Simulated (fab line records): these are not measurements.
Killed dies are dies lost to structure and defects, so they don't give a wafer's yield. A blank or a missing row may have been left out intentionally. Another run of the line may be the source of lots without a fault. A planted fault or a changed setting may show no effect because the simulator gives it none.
Check of tool commonality + flow gf180mcu + Lots sampled 11, wafers sampled 33

== WHY IT WAS OPENED ==
At GF_M2_RS_MEAS_05 the reading M2_ALCU_RS is flagged on 2 of 11 lots. No-fault wafers: 0.0697 ohm/sq, standard deviation 0.00066.
Rule: a lot is flagged in two cases, either no wafer of it has a number, or all its wafers with numbers fall more than 4 standard deviations from that mean. The other lots count as sound.

| lot  | measured     | on           | M2_ALCU_RS (ohm/sq), wafer by wafer | flag    |
|------|--------------|--------------|-------------------------------------|---------|
| L724 | day 19 17:41 | filmMetro-02 | 0.0692 0.0700 0.0694                |         |
| L726 | day 20 08:46 | filmMetro-04 | 0.0696 0.0698 0.0698                |         |
| L729 | day 21 14:20 | filmMetro-04 | 0.0711 0.0714 0.0711                |         |
| L730 | day 21 22:47 | filmMetro-02 | 0.0695 0.0694 0.0699                |         |
| L731 | day 22 03:18 | filmMetro-03 | 0.0698 0.0701 0.0697                |         |
| L732 | day 22 07:22 | filmMetro-04 | 0.0695 0.0706 0.0694                |         |
| L735 | day 23 14:04 | filmMetro-04 | 0.0696 0.0691 0.0692                |         |
| L739 | day 25 02:20 | filmMetro-02 | 0.0507 0.0510 0.0510                | FLAGGED |
| L740 | day 25 04:46 | filmMetro-03 | 0.0513 0.0519 0.0514                | FLAGGED |
| L742 | day 25 17:10 | filmMetro-03 | 0.0700 0.0703 0.0702                |         |
| L743 | day 25 21:13 | filmMetro-03 | 0.0695 0.0693 0.0694                |         |
The mean of the flagged lots' numbers is 0.0512 ohm/sq, -0.0185 ohm/sq from the usual (-28 standard deviations).

== TOOL THAT RAN EACH LOT ==
The record holds 2 process steps before the reading, out of a route of 602 steps. Every cell lists first the tool, next ch and the chambers used by the sampled wafers, and last the start.
| lot  | flag    | GF_M2_SPUTTER_01            | GF_M2_SPUTTER_02            |
|------|---------|-----------------------------|-----------------------------|
| L724 |         | pvdSputter-01, day 19 17:34 | pvdSputter-01, day 19 17:35 |
| L726 |         | pvdSputter-03, day 20 08:38 | pvdSputter-03, day 20 08:40 |
| L729 |         | pvdSputter-03, day 21 14:13 | pvdSputter-03, day 21 14:15 |
| L730 |         | pvdSputter-01, day 21 22:36 | pvdSputter-01, day 21 22:38 |
| L731 |         | pvdSputter-01, day 22 03:11 | pvdSputter-01, day 22 03:13 |
| L732 |         | pvdSputter-03, day 22 07:14 | pvdSputter-03, day 22 07:16 |
| L735 |         | pvdSputter-01, day 23 13:54 | pvdSputter-01, day 23 13:56 |
| L739 | FLAGGED | pvdSputter-03, day 25 02:11 | pvdSputter-03, day 25 02:13 |
| L740 | FLAGGED | pvdSputter-03, day 25 04:37 | pvdSputter-03, day 25 04:39 |
| L742 |         | pvdSputter-01, day 25 17:01 | pvdSputter-01, day 25 17:03 |
| L743 |         | pvdSputter-02, day 25 21:06 | pvdSputter-02, day 25 21:08 |
These steps, and what they do:
- GF_M2_SPUTTER_01: material TiN, target thk 30 nm, time 25 s.
- GF_M2_SPUTTER_02: material AlCu, target thk 450 nm, time 23.9 s.
- GF_M2_RS_MEAS_05: measures by four-point-probe.

== FLAGGED OVER TOTAL, TOOL BY TOOL (the gauges that took the reading come last) ==
| step             | tool          | lots run | flagged | share of the flagged lots | sound lots run after its first flagged lot |
|------------------|---------------|----------|---------|---------------------------|--------------------------------------------|
| GF_M2_SPUTTER_01 | pvdSputter-01 | 5        | 0       | none                      | -                                          |
| GF_M2_SPUTTER_01 | pvdSputter-02 | 1        | 0       | none                      | -                                          |
| GF_M2_SPUTTER_01 | pvdSputter-03 | 5        | 2       | all                       | 0                                          |
| GF_M2_SPUTTER_02 | pvdSputter-01 | 5        | 0       | none                      | -                                          |
| GF_M2_SPUTTER_02 | pvdSputter-02 | 1        | 0       | none                      | -                                          |
| GF_M2_SPUTTER_02 | pvdSputter-03 | 5        | 2       | all                       | 0                                          |
| GF_M2_RS_MEAS_05 | filmMetro-02  | 3        | 1       | some                      | 0                                          |
| GF_M2_RS_MEAS_05 | filmMetro-03  | 4        | 1       | some                      | 2 (L742,L743)                              |
| GF_M2_RS_MEAS_05 | filmMetro-04  | 4        | 0       | none                      | -                                          |

== WHAT IS ALLOWED BY THE TABLE ==
Every flagged lot went through 2 rows of the table: pvdSputter-03 at GF_M2_SPUTTER_01 and pvdSputter-03 at GF_M2_SPUTTER_02.
- pvdSputter-03 at GF_M2_SPUTTER_01: 2 of its 5 lots flagged. Last sound lot L732 at day 22 07:14, first flagged lot L739 at day 25 02:11; a fault beginning in between fits.
- pvdSputter-03 at GF_M2_SPUTTER_02: 2 of its 5 lots flagged. Last sound lot L732 at day 22 07:16, first flagged lot L739 at day 25 02:13; a fault beginning in between fits. Its own readings lie more than 4 standard deviations out on every wafer of the flagged lots: cathodeDcPowerW.
pvdSputter-03 at GF_M2_SPUTTER_01 and GF_M2_SPUTTER_02 is the single tool remaining.

== WHAT WAS PUT IN BY THE SIMULATOR ==
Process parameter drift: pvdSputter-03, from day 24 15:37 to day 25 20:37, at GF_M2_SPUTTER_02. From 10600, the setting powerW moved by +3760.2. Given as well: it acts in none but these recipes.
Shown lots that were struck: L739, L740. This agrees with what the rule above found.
